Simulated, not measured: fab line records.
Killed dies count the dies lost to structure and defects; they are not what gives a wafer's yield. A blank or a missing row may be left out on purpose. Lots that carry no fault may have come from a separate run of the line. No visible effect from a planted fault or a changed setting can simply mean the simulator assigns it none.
Code-filled problem report in 8D (eight disciplines) form || flow sfqLine || the parts of the form that need people (team, actions taken, sign-off) are left out

1. THE ISSUE
M1_NB_RS at SFQ_M1_RS_MEAS_909 reads a mean of 0.937 ohm/sq on 2 wafers of 1 lot; wafers without a fault read 0.893 ohm/sq with a standard deviation of 0.01. That is +4.4 standard deviations from the usual mean.
The step: measures by four-point-probe.
Earliest sighting: wafer L412.2 on filmMetro-04 at day 21 03:14. The record holds 15 wafers of 5 lots with a number at this step. Rule for "out" (also "out of limits"): further than 4 standard deviations from the usual mean. The rest of the wafers with a number are treated as sound.

2. WHAT IT IS AND WHAT IT IS NOT
{"question": "which readings at this step", "is": "M1_NB_RS", "is not": "-"}
{"question": "which lots", "is": "L412", "is not": "L418, L423, L425, L426"}
{"question": "which wafers of those lots", "is": "L412.2, L412.5", "is not": "L412.1"}
{"question": "read on which gauges", "is": "filmMetro-04", "is not": "-"}
{"question": "when", "is": "from day 21 03:14", "is not": "up to then (1 sound wafer); but 12 sound wafers of L418, L423, L425, L426 came after"}

3. SUSPECTS, AND WHAT RULES EACH OUT
Counting: a tool at a process step up to the reading stays a suspect if it ran every lot that is out. Sound lots after the first of them don't rule it out here, since some wafers of a struck lot are sound.
- the gauge at SFQ_M1_RS_MEAS_909: kept. All the wafers that are out were read on filmMetro-04, and no step on other tools shows them out.
- rieDiel-04 at SFQ_TRILAYER_I0_VIA_BARC_OPEN_VIA_ETCH_046 (etches BARC in O2, target depth 125 nm, time 41.7 s): kept. It ran the lot that is out, L412 (day 21 02:00).
- rieDiel-04 at SFQ_TRILAYER_I0_VIA_ETCH_VIA_ETCH_034 (etches SiO2 in CHF3, stops on Nb, target depth 260 nm): kept. It ran the lot that is out, L412 (day 21 02:02).
- pvdSputter-04 at SFQ_TRILAYER_M1_DEP_SPUTTER_037 (material Nb, target thk 200 nm, time 133.3 s): kept. It ran the lot that is out, L412 (day 21 03:08).
- Within rieDiel-04 at SFQ_TRILAYER_I0_VIA_BARC_OPEN_VIA_ETCH_046: the wafers that are out ran in chambers 1, 3; their sound lot-mates ran in chamber 2.
- Within rieDiel-04 at SFQ_TRILAYER_I0_VIA_ETCH_VIA_ETCH_034: the wafers that are out ran in chambers 1, 3; their sound lot-mates ran in chamber 2.
Left after counting: rieDiel-04 at SFQ_TRILAYER_I0_VIA_BARC_OPEN_VIA_ETCH_046, rieDiel-04 at SFQ_TRILAYER_I0_VIA_ETCH_VIA_ETCH_034, pvdSputter-04 at SFQ_TRILAYER_M1_DEP_SPUTTER_037, filmMetro-04 at SFQ_M1_RS_MEAS_909.

4. THE CAUSE (what the simulator had put in)
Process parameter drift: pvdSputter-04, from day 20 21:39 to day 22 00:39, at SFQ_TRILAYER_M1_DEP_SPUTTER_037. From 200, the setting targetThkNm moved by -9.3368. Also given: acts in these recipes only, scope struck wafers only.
After counting, 4 suspects remain, this tool included.

5. SEQUENCE OF EFFECTS, ordered by route
Rows list readings where the struck wafers' mean (over those with a number) sits beyond 3 standard deviations from the usual. Scope: only readings with a usual standard deviation given in the record; hours: median across lots of the time from each lot's start at the first step in this table that gives one to its start at this step; sigmas: change in usual standard deviations.
{"hours": 0, "step": "SFQ_M1_RS_MEAS_909", "reading": "M1_NB_RS", "usual": "0.893 ohm/sq", "on struck wafers": 0.937, "change": "+0.044", "sigmas": "+4.4"}
{"hours": 158, "step": "SFQ_TRILAYER_M1_ETCH_METAL_ETCH_042", "reading": "oesProductAu", "usual": "0.892 a.u.", "on struck wafers": 0.865, "change": -0.027, "sigmas": -3.8}
The process steps in it:
- SFQ_TRILAYER_M1_ETCH_METAL_ETCH_042: etches Nb in Cl2/Ar, stops on SiO2, target depth 240 nm, time 120 s.
At these later measuring or inspecting steps, every struck wafer for which the step has a row has a number for every such reading, and none has moved that far: SFQ_M1_OVL_MEAS_911, SFQ_I1_BOW_MEAS_912, SFQ_I1_OVL_MEAS_913, SFQ_M8_BOW_MEAS_951.

6. HOW IT WOULD HAVE BEEN CAUGHT EARLIER
Counted from the fault's start at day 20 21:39, it took 6 hours until the first out-of-limits reading at a measuring or inspecting step in this record, taken at day 21 03:14.
Tool readings at SFQ_TRILAYER_M1_DEP_SPUTTER_037 with a usual standard deviation given in the record: none out on any struck wafer, hence no alarm at a limit of 4 standard deviations on them.
By day 21 03:14 the whole set of lots that are out, 1 in number, had already begun SFQ_TRILAYER_M1_DEP_SPUTTER_037 on pvdSputter-04. Tool hold at that time: it would have spared none of them.
